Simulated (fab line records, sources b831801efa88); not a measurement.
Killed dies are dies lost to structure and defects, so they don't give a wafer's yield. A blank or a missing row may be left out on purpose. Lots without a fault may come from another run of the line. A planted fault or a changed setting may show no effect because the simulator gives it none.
fab line records | flow sky130
record lots=11 wafers=33 last_day=50
route steps=708 shown VIA1@470 METAL2@492 PAD_OPEN@708
lots that met no fault: from a run of the same line without faults
start_h: hours from the record's first day to the start of the lot's first wafer shown | wait_h: hours since the lot's step before | " the same as in the row above | L1.1+2: a row that stands for several wafers | - no value, or no start given | * or withheld: withheld | < > ~ a bound
route shown NAME@n: a module of which the file shows steps, and the number in the route of the first | usual: mean/standard deviation of fault-free wafers | same: alike in all rows | chamber/n: place in a boat | sites: the reading at each site | _std_site: their standard deviation | _edge_site: outer sites' mean less inner sites' | radius_mm: how far each site lies from the wafer's centre | mask NAME#n: copy n | behind: the tool/chamber that last shaped the wafer | hold: why the lot was held/for how many hours/how that ended | device: the transistor (n, p or np) that didn't switch | end of line: the same wafers' tests at the end of the route | a step without rows: its recipe alone | killed: dies lost to structure and defects at the first sort, not the wafer's yield | map: a wafer's dies, x killed, . not, _ none there
set.NAME: the setting as run; set.NAME@STEP: as run at that earlier step | model.NAME: the simulator's own value behind a step, which no gauge read
steps of the route over a sample of lots; a table a step, a row a wafer
services: from which hour (start_h, from the record's first day; less than 0 if before it) a tool's chamber was out of use, for how many hours, and why
## steps
# step SKY_VIA1_CD_MEAS_12
# recipe target_cd_nm=150
# usual cd_nm=150.0/1.8
# columns lot.wafer tool chamber start_h wait_h cd_nm
L338.1 cd_sem-02 - 799.51 - 149.4
L338.2 " - " " 149.4
L338.6 " - " " 149.8
L339.1 cd_sem-01 - 802.80 - 149.8
L339.3 " - " " 147.2
L339.5 " - " " 148.8
L341.1 cd_sem-02 - 804.41 - 149.1
L341.3 " - " " 147.5
L341.5 " - " " 148.8
L340.2 cd_sem-02 - 816.33 - 149.4
L340.4 " - " " 149.0
L340.5 " - " " 148.6
L342.1 cd_sem-02 - 820.87 - 149.1
L342.2 " - " " 148.6
L342.3 " - " " 148.2
L343.1 cd_sem-01 - 829.41 - 149.3
L343.4 " - " " 150.3
L343.6 " - " " 149.5
L348.1 cd_sem-02 - 867.71 - 147.1
L348.3 " - " " 149.5
L348.6 " - " " 149.8
L350.1 cd_sem-02 - 884.43 - 151.3
L350.5 " - " " 151.1
L350.6 " - " " 152.7
L358.1 cd_sem-02 - 941.31 - 148.4
L358.5 " - " " 148.8
L358.6 " - " " 150.4
L359.2 cd_sem-01 - 948.00 - 150.5
L359.4 " - " " 150.8
L359.6 " - " " 148.4
L360.3 cd_sem-02 - 963.42 - 149.5
L360.4 " - " " 150.7
L360.5 " - " " 149.5
# step SKY_VIA1_SPUTTER_20
# recipe material=TiN target_thk_nm=20 chamber_pressure_pa=5 power_w=4000 time_s=80
# usual throttle_valve_pct=30.1/1.1
# same time_s=80
# columns lot.wafer tool chamber start_h wait_h throttle_valve_pct
L338.1 pvd_sputter-04 - 800.35 0.0 29.1
L338.2 " - " " 30.6
L338.6 " - " " 29.0
L339.1 pvd_sputter-03 - 803.64 0.0 29.0
L339.3 " - " " 30.9
L339.5 " - " " 31.0
L341.1 pvd_sputter-04 - 805.25 0.0 31.1
L341.3 " - " " 29.2
L341.5 " - " " 31.2
L340.2 pvd_sputter-04 - 817.15 0.0 31.0
L340.4 " - " " 30.6
L340.5 " - " " 31.2
L342.1 pvd_sputter-02 - 821.71 0.0 28.5
L342.2 " - " " 32.4
L342.3 " - " " 30.0
L343.1 pvd_sputter-03 - 830.25 0.0 31.6
L343.4 " - " " 30.4
L343.6 " - " " 31.7
L348.1 pvd_sputter-04 - 868.55 0.0 30.9
L348.3 " - " " 30.6
L348.6 " - " " 30.9
L350.1 pvd_sputter-04 - 885.26 0.0 29.0
L350.5 " - " " 31.0
L350.6 " - " " 29.1
L358.1 pvd_sputter-02 - 942.17 0.0 29.6
L358.5 " - " " 28.7
L358.6 " - " " 29.3
L359.2 pvd_sputter-03 - 948.81 0.0 29.0
L359.4 " - " " 29.0
L359.6 " - " " 29.1
L360.3 pvd_sputter-03 - 964.21 0.0 29.2
L360.4 " - " " 29.4
L360.5 " - " " 31.7
# step SKY_VIA1_RS_MEAS_22
# recipe thk_meas_gauge=four-point-probe reads=W_of_VIA1_CVD_21+TiN_of_VIA1_SPUTTER_20
# usual VIA1_W_RS=0.428/0.0042
# columns lot.wafer tool chamber start_h wait_h VIA1_W_RS[ohm/sq]
L338.1 film_metro-01 - 800.50 0.1 0.423
L338.2 " - " " 0.430
L338.6 " - " " 0.426
L339.1 film_metro-01 - 803.79 0.1 0.433
L339.3 " - " " 0.427
L339.5 " - " " 0.431
L341.1 film_metro-01 - 805.40 0.1 0.437
L341.3 " - " " 0.439
L341.5 " - " " 0.431
L340.2 film_metro-03 - 817.32 0.1 0.421
L340.4 " - " " 0.427
L340.5 " - " " 0.431
L342.1 film_metro-02 - 821.86 0.1 0.426
L342.2 " - " " 0.431
L342.3 " - " " 0.421
L343.1 film_metro-01 - 830.40 0.1 0.430
L343.4 " - " " 0.429
L343.6 " - " " 0.428
L348.1 film_metro-02 - 868.71 0.1 0.426
L348.3 " - " " 0.429
L348.6 " - " " 0.423
L350.1 film_metro-01 - 885.42 0.1 0.428
L350.5 " - " " 0.425
L350.6 " - " " 0.430
L358.1 film_metro-01 - 942.33 0.1 0.426
L358.5 " - " " 0.426
L358.6 " - " " 0.423
L359.2 film_metro-03 - 948.99 0.1 0.424
L359.4 " - " " 0.431
L359.6 " - " " 0.423
L360.3 film_metro-02 - 964.41 0.1 0.419
L360.4 " - " " 0.418
L360.5 " - " " 0.416
# step SKY_METAL2_COAT_09
# recipe resist=BARC temp_c=withheld time_s=withheld spin_rpm=3000 resist_thk_nm=60
# usual spin_speed_rpm=3000.0/1.7
# columns lot.wafer tool chamber start_h wait_h spin_speed_rpm
L338.1 litho_track-02 0 813.30 0.1 3001.7
L338.2 " 0 " " 3000.6
L338.6 " 0 " " 2999.6
L339.1 litho_track-01 0 817.27 0.1 3005.0
L339.3 " 0 " " 3001.1
L339.5 " 0 " " 3000.9
L341.1 litho_track-02 0 819.35 0.1 2998.9
L341.3 " 0 " " 3001.5
L341.5 " 0 " " 3001.1
L340.2 litho_track-04 0 830.60 0.1 3000.3
L340.4 " 0 " " 3001.9
L340.5 " 0 " " 3003.2
L342.1 litho_track-04 0 834.97 0.1 3000.9
L342.2 " 0 " " 3002.5
L342.3 " 0 " " 3000.8
L343.1 litho_track-02 0 843.20 0.1 3000.5
L343.4 " 0 " " 3000.9
L343.6 " 0 " " 2997.7
L348.1 litho_track-01 0 882.67 0.1 2767.7
L348.3 " 0 " " 2766.3
L348.6 " 0 " " 2767.0
L350.1 litho_track-01 0 898.17 0.1 2771.8
L350.5 " 0 " " 2771.4
L350.6 " 0 " " 2772.1
L358.1 litho_track-01 0 955.07 0.1 2997.5
L358.5 " 0 " " 2998.2
L358.6 " 0 " " 2996.0
L359.2 litho_track-04 0 961.60 0.1 3003.3
L359.4 " 0 " " 2999.8
L359.6 " 0 " " 2998.4
L360.3 litho_track-04 0 976.58 0.1 3002.5
L360.4 " 0 " " 3002.2
L360.5 " 0 " " 2999.6
# step SKY_METAL2_ETCH_18
# recipe chemistry=N2/H2 target=BARC ion_energy_ev=200 bias_w=96.44 pressure_mtorr=30 n2_flow_sccm=100 h2_flow_sccm=200 icp_w=500 stop_on=SiO2 time_s=45.9 target_depth_a=600
# usual chamber_pressure_mTorr=29.998/0.029 drypump_motor_current_A=6.0/0.4 oes_product_au=0.854/0.0048 rf_fwd_power_W=495.6/1.7 throttle_valve_pct=13.225/0.0098
# same time_s=45.9
# columns lot.wafer tool chamber start_h wait_h chamber_pressure_mTorr drypump_motor_current_A oes_product_au rf_fwd_power_W rf_hours_counter_h throttle_valve_pct
L338.1 rie_metal-04 1 826.91 0.0 30.019 6.7 0.857 494.5 15 13.231
L338.2 " 0 " " 30.024 5.9 0.853 500.4 7 13.217
L338.6 " 1 " " 29.981 6.7 0.857 493.5 - 13.220
L339.1 rie_metal-04 0 830.66 0.0 29.974 5.9 0.854 496.6 7 13.220
L339.3 " 0 " " 29.992 5.9 0.852 494.9 - 13.222
L339.5 " 1 " " 30.003 6.8 0.856 493.6 - 13.221
L341.1 rie_metal-02 0 832.84 0.0 29.965 5.7 0.852 497.4 0 13.226
L341.3 " 1 " " 30.012 6.0 0.859 495.4 - 13.223
L341.5 " 1 " " 30.023 6.0 0.853 493.3 - 13.240
L340.2 rie_metal-04 1 844.84 0.0 29.973 6.7 0.847 494.8 16 13.232
L340.4 " 1 " " 29.972 6.7 0.857 494.2 - 13.226
L340.5 " 0 " " 29.977 5.9 0.846 496.9 - 13.234
L342.1 rie_metal-03 0 848.46 0.0 29.986 5.7 0.851 495.2 9 13.224
L342.2 " 1 " " 29.965 5.7 0.843 493.8 2 13.218
L342.3 " 0 " " 29.985 5.8 0.856 496.4 - 13.219
L343.1 rie_metal-03 0 856.86 0.0 30.045 5.7 0.854 494.3 9 13.249
L343.4 " 1 " " 30.012 5.8 0.855 492.4 - 13.209
L343.6 " 1 " " 29.995 5.8 0.859 494.2 - 13.227
L348.1 rie_metal-02 1 895.26 0.0 30.016 6.0 0.875 495.6 9 13.219
L348.3 " 1 " " 29.953 6.0 0.874 494.9 - 13.221
L348.6 " 1 " " 29.978 6.0 0.875 496.0 - 13.233
L350.1 rie_metal-03 0 911.26 0.0 29.965 5.7 0.875 494.6 12 13.231
L350.5 " 0 " " 29.822 5.7 0.876 495.5 - 13.230
L350.6 " 1 " " 30.023 5.7 0.870 494.9 - 13.225
L358.1 rie_metal-04 0 966.96 0.0 30.012 5.9 0.851 494.3 14 13.218
L358.5 " 0 " " 30.042 5.9 0.858 496.4 - 13.214
L358.6 " 1 " " 29.964 6.7 0.860 496.3 - 13.213
L359.2 rie_metal-04 0 973.69 0.0 29.981 5.9 0.851 497.0 15 13.211
L359.4 " 1 " " 30.040 6.7 0.864 493.3 - 13.219
L359.6 " 0 " " 30.069 5.9 0.846 497.0 - 13.227
L360.3 rie_metal-02 1 989.03 0.0 29.929 6.0 0.854 494.4 - 13.223
L360.4 " 0 " " 30.007 5.7 0.851 498.4 - 13.229
L360.5 " 1 " " 29.998 6.0 0.853 495.0 - 13.233
# step SKY_PAD_OPEN_PROBE_99
# usual defect_limited_yield=82.6/2 killed_at_M0_to_M3=43/7.1 killed_at_M4_up=3.0/1.9 killed_at_contacts=24/5 killed_at_front_end=15/4.3 killed_at_other=0.3/0.5 killed_dies=85/9.6 killed_open=46/7.1 killed_short=39/6.8 sort_bin_3_pad_short=0.9/0.42 sort_bin_5_function=10.2/1.4 sort_bin_6_memory=6.3/1.2 sort_n_pass=407/9.6 sort_yield_pct=82.6/2
# same gross_dies=492 killed_at_back_side=0 sort_bin_4_leakage[%]=0 sort_bin_8_speed[%]=0
# columns lot.wafer tool chamber start_h wait_h defect_limited_yield[%] killed_at_M0_to_M3 killed_at_M4_up killed_at_contacts killed_at_front_end killed_at_other killed_dies killed_open killed_short sort_bin_3_pad_short[%] sort_bin_5_function[%] sort_bin_6_memory[%] sort_n_pass sort_yield_pct[%]
L348.1 prober-01 - 1131.06 0.1 83.1 38 1 31 13 0 83 52 31 0.8 10.0 6.1 409 83.1
L348.3 prober-01 - 1131.16 0.2 82.7 39 3 25 18 0 85 44 41 0.8 10.6 5.9 407 82.7
L348.6 prober-01 - 1131.31 0.2 83.1 40 4 24 15 0 83 49 34 0.2 10.2 6.5 409 83.1
L350.1 prober-01 - 1144.98 0.1 82.9 37 2 26 19 0 84 43 41 1.0 11.0 5.1 408 82.9
L350.5 prober-01 - 1145.18 0.2 81.7 49 3 25 13 0 90 48 42 1.8 10.4 6.1 402 81.7
L350.6 prober-01 - 1145.23 0.2 77.4 61 2 33 13 2 111 59 52 1.0 12.6 8.9 381 77.4
# killed by level:class
L348.1 LI_CONTACT:geometric_particle:open=12 CONTACT:geometric_particle:open=11 VIA3:geometric_particle:open=8 METAL1:geometric_particle:short=7 VIA1:geometric_particle:open=7 METAL2:geometric_particle:short=5 POLY_GATE:geometric_particle:open=4 POLY_GATE:geometric_particle:short=4
L348.3 VIA3:geometric_particle:open=11 LI_CONTACT:geometric_particle:open=7 CONTACT:geometric_particle:open=7 LOCAL_INTERCONNECT:geometric_particle:short=6 VIA1:geometric_particle:open=6 METAL1:geometric_particle:short=5 POLY_GATE:geometric_particle:short=5 FIELD_ISO:geometric_particle:open=4
L348.6 VIA3:geometric_particle:open=11 CONTACT:geometric_particle:open=9 VIA2:geometric_particle:open=8 VIA1:geometric_particle:open=6 LOCAL_INTERCONNECT:geometric_particle:short=5 LI_CONTACT:geometric_particle:open=4 CONTACT:geometric_particle:short=4 METAL1:geometric_particle:short=4
L350.1 CONTACT:geometric_particle:open=8 VIA3:geometric_particle:open=8 CONTACT:geometric_particle:short=7 METAL2:geometric_particle:short=6 LI_CONTACT:geometric_particle:open=6 METAL1:geometric_particle:short=6 FIELD_ISO:geometric_particle:short=5 VIA2:geometric_particle:open=5
L350.5 METAL1:geometric_particle:short=11 LI_CONTACT:geometric_particle:open=9 CONTACT:geometric_particle:open=9 VIA1:geometric_particle:open=7 VIA3:geometric_particle:open=6 METAL2:geometric_particle:short=6 VIA3:geometric_particle:short=5 VIA2:geometric_particle:open=4
L350.6 VIA1:geometric_particle:open=20 CONTACT:geometric_particle:short=10 METAL1:geometric_particle:short=10 LI_CONTACT:geometric_particle:open=8 CONTACT:geometric_particle:open=8 VIA2:geometric_particle:open=6 METAL2:geometric_particle:short=6 VIA3:geometric_particle:open=6
## services
# columns tool chamber start_h hours kind
rie_metal-02 0 780.41 20.8 repair
rie_metal-03 - 780.46 0.3 repair
rie_metal-02 0 801.23 - clean
rie_metal-02 0 801.23 22.9 scheduled_down
rie_metal-04 - 806.19 2.8 pm
pvd_sputter-04 3 832.59 - consumable_replace:kit
pvd_sputter-04 3 832.59 18.0 scheduled_down
pvd_sputter-04 3 832.59 18.0 vent_cycle
rie_metal-03 - 838.02 2.3 repair
rie_metal-02 - 844.04 2.3 repair
rie_metal-04 1 847.07 3.9 repair
pvd_sputter-02 - 889.91 4.1 repair
pvd_sputter-04 - 892.50 49.8 repair
pvd_sputter-04 - 897.15 8.2 repair
rie_metal-04 - 903.89 1.4 pm
pvd_sputter-04 - 920.92 6.0 repair
rie_metal-04 1 924.56 - clean
rie_metal-04 1 924.56 20.4 scheduled_down
rie_metal-04 1 924.56 20.4 vent_cycle
rie_metal-03 1 938.17 9.5 repair
pvd_sputter-03 1 952.77 - consumable_replace:kit
pvd_sputter-03 1 952.77 18.0 scheduled_down
pvd_sputter-03 1 952.77 18.0 vent_cycle
rie_metal-03 - 980.54 1.4 pm
## key
first_sign step=SKY_METAL2_COAT_09 reading=spin_speed_rpm direction=down sigmas=99+ usual=3000.0 struck=2769.4
effect step=SKY_METAL2_ETCH_18 reading=oes_product_au direction=up sigmas=4.2 usual=0.854 struck=0.874
met_at SKY_METAL2_COAT_09
struck_lots L348,L350
not_acting_at SKY_VIA1_CD_MEAS_12,SKY_VIA1_SPUTTER_20,SKY_VIA1_RS_MEAS_22
onset_between 817.27 882.67
fault kind=process_parameter_drift tool=litho_track-01 chamber=- onset_h=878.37 steps=SKY_METAL2_COAT_09 channel=spin_rpm offset=-230.8 shape=step end_h=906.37 acts_in=these_recipes_only stated=3000
